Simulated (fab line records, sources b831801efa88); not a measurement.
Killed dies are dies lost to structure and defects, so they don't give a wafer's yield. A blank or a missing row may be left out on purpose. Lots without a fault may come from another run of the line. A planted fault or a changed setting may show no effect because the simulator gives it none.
A struck lot beside a sound one | flow sky130 | 14 steps out of a route of 708
Sound: wafers L695.2, L695.4, L695.5. Struck: wafers L712.1, L712.3, L712.5. The cause comes at the end.
At each step with rows: each side's tool, then ch and its chambers, then its first start. Under that, the readings that differ: sound wafers | struck wafers | difference of the means | sigmas: that difference in standard deviations of wafers without a fault.
alike: readings whose means differ by less than 2 such deviations, and words and numbers that are the same on both sides. not compared: withheld readings, readings that some wafer has no value for, bounds like >300 that may hide the same value, and numbers for which the record gives no deviation and whose values overlap.
The two part at a step that has a row with sigmas, a row that says differs or no value, or rows on one side only. Numbers that don't overlap but have no deviation are shown without sigmas and don't part them. A reading that every wafer of one side lacks parts them only if that side has two wafers or more.

first, 3 steps without rows for these wafers: SKY_FIELD_ISO_CLEAN_20 (cleans in dHF, time 20 s); SKY_FIELD_ISO_WET_ETCH_21 (etches SiO2 in dHF, target depth 20 nm, time 400 s); SKY_FIELD_ISO_OXIDATION_22 (stabilise 600 s, purge 300 s, target thk 10 nm).
SKY_FIELD_ISO_THK_MEAS_23:
  sound on film_metro-01, day 2 08:10; struck on film_metro-02, day 6 00:13
  alike: FIELD_ISO_OXIDATION_01_THK
then, 1 step without rows for these wafers: SKY_FIELD_ISO_CVD_24 (deposits SiO2, target thk 595 nm, time 99.2 s).
SKY_FIELD_ISO_THK_MEAS_25:
  sound on film_metro-02, day 2 08:17; struck on film_metro-04, day 6 00:20
  alike: FIELD_ISO_CVD_24_THK
then, 1 step without rows for these wafers: SKY_FIELD_ISO_ANNEAL_26 (time 1800 s).
SKY_FIELD_ISO_CMP_27: polishes, stops on Si3N4, t overpolish 16 s, target thk 457.8 nm.
  sound on cmp-02 ch 0,2,3, day 2 11:15; struck on cmp-01 ch 0,2, day 6 03:09
  alike: motor_current_A, overpolish_run_s, platen_rpm, time_to_endpoint_s
then, 4 steps without rows for these wafers: SKY_FIELD_ISO_WET_ETCH_28 (etches SiO2 in dHF, target depth 23.7 nm, time 47 s); SKY_FIELD_ISO_WET_ETCH_29 (etches Si3N4 in H3PO4, target depth 160 nm, time 1825 s); SKY_FIELD_ISO_WET_ETCH_30 (etches SiO2 in dHF, target depth 25 nm, time 50 s); SKY_NWELL_CLEAN_00 (cleans in SC1/SC2, time 150 s).
SKY_NWELL_OXIDATION_01: stabilise 600 s, purge 300 s, target thk 10 nm.
  sound on furnace-02 ch 0, day 2 13:55; struck on furnace-02, day 6 04:01
  no value came back on the struck wafers for any of 7 readings (ox_temp_c (C), ox_temp_c_max and others); on the sound wafers ox_temp_c (C) reads 899.2 900.2 899.7
then, 1 step without rows for these wafers: SKY_DNWELL_DEHYDRATE_00 (time 60 s).

WHERE THEY PART
Only at SKY_NWELL_OXIDATION_01, within this record.

WHY: what the simulator had put in
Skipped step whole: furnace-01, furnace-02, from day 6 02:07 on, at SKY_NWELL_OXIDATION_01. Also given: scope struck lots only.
